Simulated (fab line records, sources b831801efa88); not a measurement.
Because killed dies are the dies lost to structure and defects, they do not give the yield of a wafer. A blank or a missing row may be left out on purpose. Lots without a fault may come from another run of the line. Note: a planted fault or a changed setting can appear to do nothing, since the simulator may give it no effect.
fab line records    flow sky130
record lots=11  wafers=33  last-day=49
route steps=708 shown CONTACT@420 METAL2@484 VIA2@522 PAD_OPEN@708
lots that met no fault: taken from a fault-free run of the same line
start-h: hours from the record's opening day to when the first of the lot's shown wafers began    wait-h: hours from the lot's prior step to this one    " the same as in the row above    L1.1+2: a single row standing in for several wafers    - no value present, or no start provided    * or withheld: withheld    < > ~ a bound
route shown NAME@n: names a module that has steps shown in the file, with the first one's number in the route    usual: the fault-free wafers' mean and standard deviation    same: alike in all rows    chamber/n: place in a boat    sites: each site's reading    _std_site: the standard deviation of these    _edge_site: inner sites' mean taken away from outer sites' mean    radius-mm: how far each site lies from the wafer's centre    mask NAME#n: copy n    behind: tool/chamber where the wafer was last shaped    hold: the reason the lot was held/the length of the hold in hours/how it ended    device: the transistor (n, p or np) that didn't switch    end of line: tests of these same wafers at the route's end    where a step has no rows: the recipe by itself    killed: not the wafer's yield, but the dies lost to structure and defects at the first sort    map: per-die view of a wafer (x killed, . not killed, _ where there is no die)
set.NAME: setting as actually run; set.NAME@STEP: the setting as run at that earlier step    model.NAME: the simulator's own value behind a step, which no gauge read
steps of the route over a sample of lots; a table a step, a row a wafer
services: the hour from which a tool's chamber was out of use, counted from the record's first day as start-h (under 0 if before that day), plus the number of hours and why
## steps
# step SKY_CONTACT_CD_MEAS_14
# recipe target-cd-nm=170
# usual cd-nm=169.9/1.4
lot.wafer  tool       chamber  start-h  wait-h  cd-nm
L802.2     cd-sem-02  -        766.03   -       171.2
L802.3     "          -        "        "       173.3
L802.4     "          -        "        "       172.0
L803.1     cd-sem-01  -        772.41   -       171.1
L803.5     "          -        "        "       172.1
L803.6     "          -        "        "       172.3
L804.2     cd-sem-02  -        783.13   -       168.0
L804.3     "          -        "        "       168.3
L804.4     "          -        "        "       168.9
L805.1     cd-sem-02  -        789.24   -       170.0
L805.2     "          -        "        "       170.6
L805.3     "          -        "        "       169.2
L806.2     cd-sem-02  -        795.21   -       168.2
L806.4     "          -        "        "       168.7
L806.6     "          -        "        "       170.4
L808.1     cd-sem-01  -        812.74   -       170.8
L808.4     "          -        "        "       170.1
L808.5     "          -        "        "       169.5
L809.3     cd-sem-01  -        822.55   -       170.4
L809.4     "          -        "        "       171.2
L809.5     "          -        "        "       171.1
L810.2     cd-sem-01  -        825.83   -       170.6
L810.3     "          -        "        "       170.0
L810.5     "          -        "        "       170.2
L813.1     cd-sem-02  -        846.14   -       169.5
L813.3     "          -        "        "       168.4
L813.4     "          -        "        "       170.2
L816.2     cd-sem-01  -        864.66   -       170.2
L816.4     "          -        "        "       170.5
L816.6     "          -        "        "       171.2
L818.3     cd-sem-01  -        879.45   -       169.6
L818.4     "          -        "        "       169.0
L818.5     "          -        "        "       170.2
# step SKY_CONTACT_STRIP_19
# recipe chemistry=O2/N2  power-w=1400  pressure-mtorr=1500  platen-temp-c=withheld  o2-flow-sccm=3000  n2-flow-sccm=300  overash-fraction=0.5
# usual drypump-motor-current-A=5.9/0.44  oes-product-au=0.381/0.005  strip-time-to-endpoint-s=3.63/0.032
lot.wafer  tool             chamber  start-h  wait-h  drypump-motor-current-A  oes-product-au  rf-hours-counter-h  strip-time-to-endpoint-s
L802.2     plasma-asher-03  0        766.29   -       6.3                      0.379           95                  3.62
L802.3     "                1        "        "       6.5                      0.378           -                   3.63
L802.4     "                0        "        "       6.3                      0.389           -                   3.67
L803.1     plasma-asher-02  1        772.70   -       6.1                      0.378           35                  3.60
L803.5     "                1        "        "       6.1                      0.374           -                   3.66
L803.6     "                0        "        "       5.7                      0.383           -                   3.59
L804.2     plasma-asher-03  1        783.40   -       6.5                      0.380           97                  3.59
L804.3     "                0        "        "       6.3                      0.383           -                   3.60
L804.4     "                1        "        "       6.5                      0.372           -                   3.61
L805.1     plasma-asher-02  0        789.53   -       5.7                      0.385           37                  3.64
L805.2     "                1        "        "       6.1                      0.379           37                  3.66
L805.3     "                0        "        "       5.7                      0.382           -                   3.67
L806.2     plasma-asher-01  1        795.48   -       5.7                      0.376           68                  3.58
L806.4     "                1        "        "       5.7                      0.374           -                   3.58
L806.6     "                0        "        "       5.2                      0.378           -                   3.60
L808.1     plasma-asher-03  0        813.03   -       6.3                      0.378           100                 3.63
L808.4     "                1        "        "       6.5                      0.378           -                   3.66
L808.5     "                0        "        "       6.3                      0.374           -                   3.59
L809.3     plasma-asher-03  0        822.83   -       6.3                      0.384           -                   3.65
L809.4     "                1        "        "       6.5                      0.383           -                   3.59
L809.5     "                0        "        "       6.3                      0.377           -                   3.65
L810.2     plasma-asher-01  0        826.09   -       5.2                      0.378           71                  3.56
L810.3     "                0        "        "       5.2                      0.372           -                   3.65
L810.5     "                1        "        "       5.7                      0.377           -                   3.64
L813.1     plasma-asher-02  0        846.43   -       5.7                      0.378           43                  3.65
L813.3     "                0        "        "       5.7                      0.383           -                   3.67
L813.4     "                1        "        "       6.1                      0.382           -                   3.65
L816.2     plasma-asher-03  0        864.93   -       6.3                      0.381           106                 3.66
L816.4     "                0        "        "       6.3                      0.376           -                   3.63
L816.6     "                1        "        "       6.5                      0.384           -                   3.63
L818.3     plasma-asher-02  1        879.73   -       6.1                      0.381           -                   3.65
L818.4     "                0        "        "       5.7                      0.380           -                   3.61
L818.5     "                1        "        "       6.1                      0.368           -                   3.63
# step SKY_METAL2_SPUTTER_01
# recipe material=TiN  target-thk-nm=20  power-w=6500  time-s=16.7  chamber-pressure-pa=0.4
# usual cathode-dc-power-W=6500.1/1.2  throttle-valve-pct=29.6/1.2
lot.wafer  tool            chamber  start-h  wait-h  cathode-dc-power-W  throttle-valve-pct
L802.2     pvd-sputter-01  -        823.47   0.0     6500.0              30.0
L802.3     "               -        "        "       6499.1              31.6
L802.4     "               -        "        "       6501.6              27.9
L803.1     pvd-sputter-01  -        829.15   0.0     6498.9              27.7
L803.5     "               -        "        "       6500.8              27.9
L803.6     "               -        "        "       6499.9              29.9
L804.2     pvd-sputter-04  -        840.09   0.0     6500.6              30.0
L804.3     "               -        "        "       6501.1              30.2
L804.4     "               -        "        "       6500.2              30.5
L805.1     pvd-sputter-01  -        845.87   0.0     6500.2              27.8
L805.2     "               -        "        "       6500.8              29.9
L805.3     "               -        "        "       6502.0              28.3
L806.2     pvd-sputter-03  -        852.58   0.0     6499.5              29.8
L806.4     "               -        "        "       6498.4              29.0
L806.6     "               -        "        "       6500.2              29.9
L808.1     pvd-sputter-03  -        869.81   0.0     6501.6              29.0
L808.4     "               -        "        "       6500.4              29.8
L808.5     "               -        "        "       6500.7              29.5
L809.3     pvd-sputter-01  -        879.72   0.0     6499.1              27.5
L809.4     "               -        "        "       6500.8              30.0
L809.5     "               -        "        "       6499.1              27.8
L810.2     pvd-sputter-01  -        882.71   0.0     6500.3              27.8
L810.3     "               -        "        "       6500.9              29.8
L810.5     "               -        "        "       6500.8              28.1
L813.1     pvd-sputter-01  -        902.68   0.0     6500.3              27.7
L813.3     "               -        "        "       6500.2              31.2
L813.4     "               -        "        "       6499.6              28.7
L816.2     pvd-sputter-01  -        919.32   0.0     6501.4              27.9
L816.4     "               -        "        "       6500.3              31.3
L816.6     "               -        "        "       6499.1              27.6
L818.3     pvd-sputter-01  -        935.64   0.0     6500.0              28.7
L818.4     "               -        "        "       6499.8              30.0
L818.5     "               -        "        "       6501.0              27.8
# step SKY_VIA2_ETCH_15
# recipe target=SiO2  chemistry=C4F8/O2/Ar  target-depth-nm=546  stop-on=TiN  mask-material=KrF-thick  source-w=1500  bias-w=1200  pressure-mtorr=40  c4f8-flow-sccm=withheld  O2_flow_sccm=6  Ar_flow_sccm=300  time-s=84
# usual oes-product-au=0.941/0.0046
lot.wafer  tool         chamber  start-h  wait-h  oes-product-au  rf-hours-counter-h
L802.2     rie-diel-02  2        877.70   0.0     0.937           1
L802.3     "            1        "        "       0.937           11
L802.4     "            3        "        "       0.936           16
L803.1     rie-diel-04  1        883.55   0.0     0.937           27
L803.5     "            1        "        "       0.941           -
L803.6     "            0        "        "       0.937           -
L804.2     rie-diel-04  1        893.01   0.0     0.944           28
L804.3     "            0        "        "       0.937           20
L804.4     "            3        "        "       0.944           15
L805.1     rie-diel-01  1        900.20   0.0     0.939           22
L805.2     "            2        "        "       0.947           17
L805.3     "            0        "        "       0.946           21
L806.2     rie-diel-04  0        905.86   0.0     0.944           20
L806.4     "            1        "        "       0.941           28
L806.6     "            1        "        "       0.937           -
L808.1     rie-diel-04  2        922.09   0.0     0.943           11
L808.4     "            3        "        "       0.942           17
L808.5     "            2        "        "       0.940           -
L809.3     rie-diel-02  1        931.71   0.0     0.940           13
L809.4     "            0        "        "       0.946           15
L809.5     "            2        "        "       0.940           -
L810.2     rie-diel-02  2        935.59   0.0     0.944           2
L810.3     "            0        "        "       0.937           15
L810.5     "            0        "        "       0.938           -
L813.1     rie-diel-04  2        954.41   0.0     0.940           11
L813.3     "            1        "        "       0.942           1
L813.4     "            3        "        "       0.942           17
L816.2     rie-diel-04  1        971.66   0.0     0.772           1
L816.4     "            2        "        "       0.936           12
L816.6     "            2        "        "       0.939           -
L818.3     rie-diel-04  1        986.76   0.0     0.756           2
L818.4     "            3        "        "       0.942           18
L818.5     "            2        "        "       0.936           -
# step SKY_VIA2_STRIP_16
# recipe chemistry=O2/N2  power-w=1400  pressure-mtorr=1500  platen-temp-c=withheld  o2-flow-sccm=3000  n2-flow-sccm=300  overash-fraction=0.5
# usual drypump-motor-current-A=5.9/0.38  oes-product-au=0.399/0.0047  strip-time-to-endpoint-s=4.06/0.031
lot.wafer  tool             chamber  start-h  wait-h  drypump-motor-current-A  oes-product-au  rf-hours-counter-h  strip-time-to-endpoint-s
L802.2     plasma-asher-01  0        877.77   0.0     5.2                      0.391           76                  4.08
L802.3     "                1        "        "       5.7                      0.396           -                   4.06
L802.4     "                0        "        "       5.2                      0.408           -                   4.08
L803.1     plasma-asher-02  1        883.61   0.0     6.1                      0.399           47                  4.07
L803.5     "                1        "        "       6.1                      0.400           -                   4.07
L803.6     "                0        "        "       5.7                      0.404           -                   4.09
L804.2     plasma-asher-01  1        893.07   0.0     5.7                      0.392           77                  4.05
L804.3     "                1        "        "       5.6                      0.403           -                   4.08
L804.4     "                0        "        "       5.2                      0.403           -                   4.00
L805.1     plasma-asher-02  0        900.27   0.0     5.7                      0.404           49                  4.03
L805.2     "                1        "        "       6.1                      0.398           49                  4.04
L805.3     "                1        "        "       6.1                      0.402           -                   4.02
L806.2     plasma-asher-02  0        905.92   0.0     5.7                      0.409           50                  4.09
L806.4     "                1        "        "       6.1                      0.396           -                   4.07
L806.6     "                0        "        "       5.7                      0.403           -                   4.09
L808.1     plasma-asher-02  1        922.15   0.0     6.1                      0.406           53                  4.11
L808.4     "                1        "        "       6.1                      0.395           -                   4.05
L808.5     "                1        "        "       6.1                      0.402           -                   4.14
L809.3     plasma-asher-03  0        931.81   0.1     6.3                      0.398           -                   4.08
L809.4     "                1        "        "       6.5                      0.408           -                   4.05
L809.5     "                0        "        "       6.3                      0.401           -                   4.02
L810.2     plasma-asher-02  0        935.65   0.0     5.7                      0.408           54                  4.03
L810.3     "                0        "        "       5.7                      0.394           -                   4.07
L810.5     "                1        "        "       6.1                      0.395           -                   4.03
L813.1     plasma-asher-02  1        954.47   0.0     6.1                      0.401           56                  4.12
L813.3     "                1        "        "       6.1                      0.385           -                   4.04
L813.4     "                0        "        "       5.7                      0.391           -                   4.02
L816.2     plasma-asher-03  0        971.72   0.0     6.3                      0.421           114                 4.48
L816.4     "                1        "        "       6.5                      0.403           -                   4.11
L816.6     "                0        "        "       6.3                      0.399           -                   4.13
L818.3     plasma-asher-01  0        986.86   0.1     5.2                      0.421           -                   4.50
L818.4     "                1        "        "       5.7                      0.393           -                   4.03
L818.5     "                1        "        "       5.7                      0.400           -                   4.12
# step SKY_PAD_OPEN_PROBE_99
# usual defect-limited-yield=82.4/2  killed_at_M0_to_M3=43/6.7  killed_at_M4_up=3.2/2.1  killed-at-contacts=25/5.9  killed-at-front-end=16/4.7  killed-at-other=0.3/0.54  killed-dies=87/9.8  killed-on-rim=17/3.7  killed-open=47/6.7  killed-short=40/6.5  sort_bin_3_pad_short=0.9/0.45  sort_bin_5_function=10.5/1.5  sort_bin_6_memory=6.2/1.2  sort-n-pass=405/9.8  sort-yield-pct=82.4/2
# same gross-dies=492  killed-at-back-side=0  sort_bin_4_leakage[%]=0  sort_bin_8_speed[%]=0
lot.wafer  tool       chamber  start-h  wait-h  hold                      defect-limited-yield[%]  killed_at_M0_to_M3  killed_at_M4_up  killed-at-contacts  killed-at-front-end  killed-at-other  killed-dies  killed-on-rim  killed-open  killed-short  sort_bin_3_pad_short[%]  sort_bin_5_function[%]  sort_bin_6_memory[%]  sort-n-pass  sort-yield-pct[%]
L804.2     prober-01  -        1114.56  0.1     -                         83.5                     44                  5                22                  10                   0                81           14             46           35            0.4                      10.6                    5.5                   411          83.5
L804.3     prober-01  -        1114.61  0.2     -                         81.5                     50                  9                25                  7                    0                91           19             42           49            1.6                      10.8                    6.1                   401          81.5
L804.4     prober-01  -        1114.66  0.2     -                         85.8                     37                  2                18                  12                   1                70           16             38           32            1.0                      8.1                     5.1                   422          85.8
L808.1     prober-01  -        1137.29  0.1     -                         83.5                     50                  2                13                  16                   0                81           15             35           46            1.6                      9.3                     5.5                   411          83.5
L808.4     prober-01  -        1137.44  0.2     -                         81.3                     49                  3                24                  16                   0                92           14             51           41            0.2                      10.0                    8.5                   400          81.3
L808.5     prober-01  -        1137.49  0.2     -                         82.7                     43                  0                26                  16                   0                85           12             51           34            1.2                      11.2                    4.9                   407          82.7
L816.2     prober-01  -        1175.70  0.1     await-dispo/3.4h/release  0                        445                 4                29                  14                   0                492          96             47           41            1.4                      91.3                    7.3                   0            0
L816.4     prober-01  -        1175.80  0.2     await-dispo/3.4h/release  80.9                     46                  1                29                  18                   0                94           21             49           45            0.4                      13.0                    5.7                   398          80.9
L816.6     prober-01  -        1175.90  0.2     await-dispo/3.4h/release  80.9                     48                  4                27                  15                   0                94           16             53           41            0.6                      11.8                    6.7                   398          80.9
L818.3     prober-01  -        1184.84  0.2     await-dispo/1.2h/release  0                        444                 8                29                  10                   1                492          96             50           38            1.2                      91.9                    6.9                   0            0
L818.4     prober-01  -        1184.89  0.2     await-dispo/1.2h/release  82.3                     40                  3                25                  19                   0                87           13             52           35            1.0                      11.4                    5.3                   405          82.3
L818.5     prober-01  -        1184.94  0.2     await-dispo/1.2h/release  82.5                     45                  0                29                  12                   0                86           16             56           30            0.4                      11.6                    5.5                   406          82.5
# killed by level:class
L804.2 LI_CONTACT:geometric-particle:open=10 VIA1:geometric-particle:short=10 VIA2:geometric-particle:open=9 CONTACT:geometric-particle:open=7 VIA3:geometric-particle:open=6 VIA1:geometric-particle:open=5 METAL4:geometric-particle:short=5 CONTACT:geometric-particle:short=4
L804.3 VIA1:geometric-particle:open=17 METAL1:geometric-particle:short=9 LI_CONTACT:geometric-particle:open=8 CONTACT:geometric-particle:short=7 METAL4:geometric-particle:short=6 VIA1:geometric-particle:short=5 LI_CONTACT:geometric-particle:short=4 VIA2:geometric-particle:open=4
L804.4 LI_CONTACT:geometric-particle:open=7 VIA3:geometric-particle:open=7 VIA2:geometric-particle:open=7 VIA1:geometric-particle:short=6 METAL1:geometric-particle:short=5 CONTACT:geometric-particle:open=5 VIA1:geometric-particle:open=4 FIELD_ISO:geometric-particle:open=3
L808.1 VIA1:geometric-particle:short=9 VIA1:geometric-particle:open=9 VIA2:geometric-particle:short=6 METAL1:geometric-particle:short=5 METAL2:geometric-particle:short=5 POLY_GATE:geometric-particle:open=4 POLY_GATE:geometric-particle:short=4 CONTACT:geometric-particle:open=4
L808.4 VIA1:geometric-particle:open=17 CONTACT:geometric-particle:open=9 CONTACT:geometric-particle:short=8 VIA2:geometric-particle:open=7 FIELD_ISO:geometric-particle:open=5 FIELD_ISO:geometric-particle:short=4 POLY_GATE:geometric-particle:short=4 VIA1:geometric-particle:short=4
L808.5 VIA1:geometric-particle:open=15 CONTACT:geometric-particle:open=11 LI_CONTACT:geometric-particle:open=8 VIA2:geometric-particle:open=6 METAL1:geometric-particle:short=5 METAL3:geometric-particle:short=4 FIELD_ISO:geometric-particle:short=4 FIELD_ISO:geometric-particle:open=4
L816.2 VIA2:area-etch=403 CONTACT:geometric-particle:open=14 VIA1:geometric-particle:open=10 METAL2:geometric-particle:short=7 LI_CONTACT:geometric-particle:short=6 LI_CONTACT:geometric-particle:open=6 VIA1:geometric-particle:short=6 VIA3:geometric-particle:open=5
L816.4 LI_CONTACT:geometric-particle:open=14 METAL3:geometric-particle:short=8 CONTACT:geometric-particle:open=6 METAL1:geometric-particle:short=6 VIA1:geometric-particle:open=6 VIA3:geometric-particle:open=6 FIELD_ISO:geometric-particle:open=5 FIELD_ISO:geometric-particle:short=5
L816.6 VIA1:geometric-particle:open=17 CONTACT:geometric-particle:open=12 POLY_GATE:geometric-particle:short=6 LI_CONTACT:geometric-particle:open=6 POLY_GATE:geometric-particle:open=5 LOCAL_INTERCONNECT:geometric-particle:short=5 METAL1:geometric-particle:short=5 VIA3:geometric-particle:open=5
L818.3 VIA2:area-etch=404 CONTACT:geometric-particle:open=12 VIA2:geometric-particle:open=9 METAL4:geometric-particle:short=7 LI_CONTACT:geometric-particle:open=7 VIA1:geometric-particle:open=7 LI_CONTACT:geometric-particle:short=5 VIA2:geometric-particle:short=5
L818.4 CONTACT:geometric-particle:open=10 LI_CONTACT:geometric-particle:open=8 VIA1:geometric-particle:open=8 VIA3:geometric-particle:open=7 METAL1:geometric-particle:short=6 FIELD_ISO:geometric-particle:short=5 VIA2:geometric-particle:open=5 POLY_GATE:geometric-particle:short=4
L818.5 LI_CONTACT:geometric-particle:open=11 CONTACT:geometric-particle:open=10 VIA3:geometric-particle:open=9 METAL1:geometric-particle:short=8 VIA1:geometric-particle:open=8 VIA2:geometric-particle:open=7 FIELD_ISO:geometric-particle:open=4 CONTACT:geometric-particle:short=4
## services
tool             chamber  start-h  hours  kind
plasma-asher-01  -        755.24   1.5    repair
rie-diel-04      2        756.16   1.8    repair
rie-diel-04      -        757.58   0.4    repair
rie-diel-02      3        761.87   1.3    repair
pvd-sputter-04   -        762.72   0.9    repair
plasma-asher-03  -        766.98   2.8    pm
rie-diel-04      -        770.70   2.8    pm
rie-diel-04      3        784.85   5.1    repair
rie-diel-02      2        794.00   6.2    repair
rie-diel-01      -        814.62   4.3    pm
plasma-asher-01  -        818.45   2.8    pm
pvd-sputter-03   -        835.46   3.0    repair
rie-diel-02      3        855.26   2.9    repair
pvd-sputter-03   -        855.34   1.8    repair
rie-diel-01      2        862.75   21.8   repair
plasma-asher-01  -        863.89   4.3    repair
pvd-sputter-01   -        890.16   9.0    repair
plasma-asher-01  -        893.67   1.4    repair
plasma-asher-03  -        895.55   28.1   pm
rie-diel-04      -        928.19   14.6   pm
rie-diel-02      2        949.96   18.0   repair
rie-diel-04      2        964.68   4.3    repair
plasma-asher-03  -        979.28   14.6   pm
plasma-asher-01  -        984.94   1.7    repair
## key
first-sign step=SKY_VIA2_ETCH_15  reading=oes-product-au  direction=down  sigmas=38  usual=0.941  struck=0.764
effect step=SKY_VIA2_STRIP_16  reading=strip-time-to-endpoint-s  direction=up  sigmas=14  usual=*  struck=*
effect step=SKY_PAD_OPEN_PROBE_99  reading=killed_at_M0_to_M3  direction=up  sigmas=60  usual=43  struck=444
more-kills-born-at SKY_VIA2_ETCH_15@rie-diel-04=807
met-at SKY_VIA2_ETCH_15
struck-lots L816,L818
struck-wafers L816.2,L818.3
later-rows-left-out L816.2,L818.3
not-acting-at SKY_CONTACT_CD_MEAS_14,SKY_CONTACT_STRIP_19,SKY_METAL2_SPUTTER_01
onset-between 954.41 971.66
fault kind=process-parameter-drift  tool=rie-diel-04  chamber=1  onset-h=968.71  steps=SKY_VIA2_ETCH_15  channel=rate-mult  offset=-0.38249  shape=step  end-h=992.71
# later-rows-left-out: the simulator's readings of these wafers behind a module that went badly wrong aren't trusted and aren't shown, but for the sort
